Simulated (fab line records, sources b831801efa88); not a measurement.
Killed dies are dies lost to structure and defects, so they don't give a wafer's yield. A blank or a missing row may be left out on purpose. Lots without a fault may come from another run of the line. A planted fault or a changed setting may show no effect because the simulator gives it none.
A struck lot beside a sound one | flow gf180mcu | 28 steps out of a route of 602
Sound: wafers L212.1, L212.3, L212.5. Struck: wafers L229.2, L229.3, L229.4. The cause comes at the end.
At each step with rows: each side's tool, then ch and its chambers, then its first start. Under that, the readings that differ: sound wafers | struck wafers | difference of the means | sigmas: that difference in standard deviations of wafers without a fault.
alike: readings whose means differ by less than 2 such deviations, and words and numbers that are the same on both sides. not compared: withheld readings, readings that some wafer has no value for, bounds like >300 that may hide the same value, and numbers for which the record gives no deviation and whose values overlap.
The two part at a step that has a row with sigmas, a row that says differs or no value, or rows on one side only. Numbers that don't overlap but have no deviation are shown without sigmas and don't part them. A reading that every wafer of one side lacks parts them only if that side has two wafers or more.

first, 6 steps without rows for these wafers: GF_TOP_METAL_HMDS_08 (prime time 60 s); GF_TOP_METAL_COAT_09 (resist thk 1500 nm); GF_TOP_METAL_SOFTBAKE_10 (time 60 s); GF_TOP_METAL_EXPOSE_11 (exposes mask MetalTop, target cd 440 nm); GF_TOP_METAL_PEB_12; GF_TOP_METAL_DEVELOP_13 (develop time 60 s).
GF_TOP_METAL_CD_MEAS_14: target cd 440 nm.
  sound on cd_sem-02, day 28 14:34; struck on cd_sem-02, day 33 03:50
  alike: cd_nm
GF_TOP_METAL_OVL_MEAS_15:
  sound on overlay-01, day 28 14:41; struck on overlay-01, day 33 03:56
  alike: TOP_METAL_OVL
GF_TOP_METAL_METAL_ETCH_16: etches the open film in Cl2/BCl3, stops on SiO2, target depth 1197 nm, time 199.5 s.
  sound on rie_metal-01 ch 0,1, day 28 14:43; struck on rie_metal-01 ch 0,1, day 33 03:58
  alike: drypump_motor_current_A, oes_product_au, throttle_valve_pct
  not compared: rf_hours_counter_h
GF_TOP_METAL_STRIP_17: strips in O2/N2.
  sound on plasma_asher-04 ch 1, day 28 14:55; struck on plasma_asher-04 ch 0,1, day 33 04:09
  alike: drypump_motor_current_A, heater_power_w, oes_product_au, strip_time_to_endpoint_s
  not compared: rf_hours_counter_h
then, 2 steps without rows for these wafers: GF_TOP_METAL_STRIP_18 (strips in post etch residue remover, time 1200 s); GF_TOP_METAL_CLEAN_19 (cleans in DIW).
GF_PASSIVATION_CVD_00: deposits SiO2 from TEOS, target thk 1000 nm, time 111.95 s.
  sound on pecvd-03 ch 0,2, day 28 15:26; struck on pecvd-02 ch 0,1, day 33 05:02
  alike: heater_power_w
GF_PASSIVATION_THK_MEAS_01:
  sound on film_metro-01, day 28 15:31; struck on film_metro-04, day 33 05:08
  alike: PASSIVATION_CVD_00_THK
GF_PASSIVATION_CVD_02: deposits Si3N4, target thk 700 nm, time 486.18 s.
  sound on pecvd-01 ch 1,2, day 28 15:35; struck on pecvd-01 ch 0,1,2, day 33 05:11
  alike: heater_power_w
GF_PASSIVATION_THK_MEAS_03:
  sound on film_metro-01, day 28 15:55; struck on film_metro-04, day 33 05:28
  alike: PASSIVATION_CVD_02_THK
then, 7 steps without rows for these wafers: GF_PASSIVATION_DEHYDRATE_04 (time 60 s); GF_PASSIVATION_HMDS_05 (prime time 60 s); GF_PASSIVATION_COAT_06 (resist thk 4000 nm); GF_PASSIVATION_SOFTBAKE_07; GF_PASSIVATION_EXPOSE_08 (exposes mask Pad, target cd 40000 nm); GF_PASSIVATION_PEB_09; GF_PASSIVATION_DEVELOP_10 (develop time 60 s).
GF_PASSIVATION_ETCH_11: etches the open film in CF4/O2, stops on TiN, target depth 2040 nm, time 453.3 s.
  sound on rie_diel-02 ch 1,3, day 29 10:49; struck on rie_diel-01 ch 0,2,3, day 33 20:58
  alike: drypump_motor_current_A, oes_product_au, throttle_valve_pct
  not compared: rf_hours_counter_h
GF_PASSIVATION_STRIP_12: strips in O2/N2.
  sound on plasma_asher-01 ch 0,1, day 29 11:05; struck on plasma_asher-03 ch 0,1, day 33 21:14
  alike: drypump_motor_current_A, heater_power_w, oes_product_au, strip_time_to_endpoint_s
  not compared: rf_hours_counter_h
then, 1 step without rows for these wafers: GF_PASSIVATION_ANNEAL_13 (time 1800 s).
GF_PASSIVATION_BOW_MEAS_14:
  sound on film_metro-03, day 29 12:41; struck on film_metro-03, day 33 22:51
  alike: PASSIVATION_BOW
GF_PASSIVATION_PROBE_99:
  the record has rows for the struck wafers here (prober-02, day 33 23:00) and none for the sound ones

WHERE THEY PART
Only at GF_PASSIVATION_PROBE_99, within this record.

WHY: what the simulator had put in
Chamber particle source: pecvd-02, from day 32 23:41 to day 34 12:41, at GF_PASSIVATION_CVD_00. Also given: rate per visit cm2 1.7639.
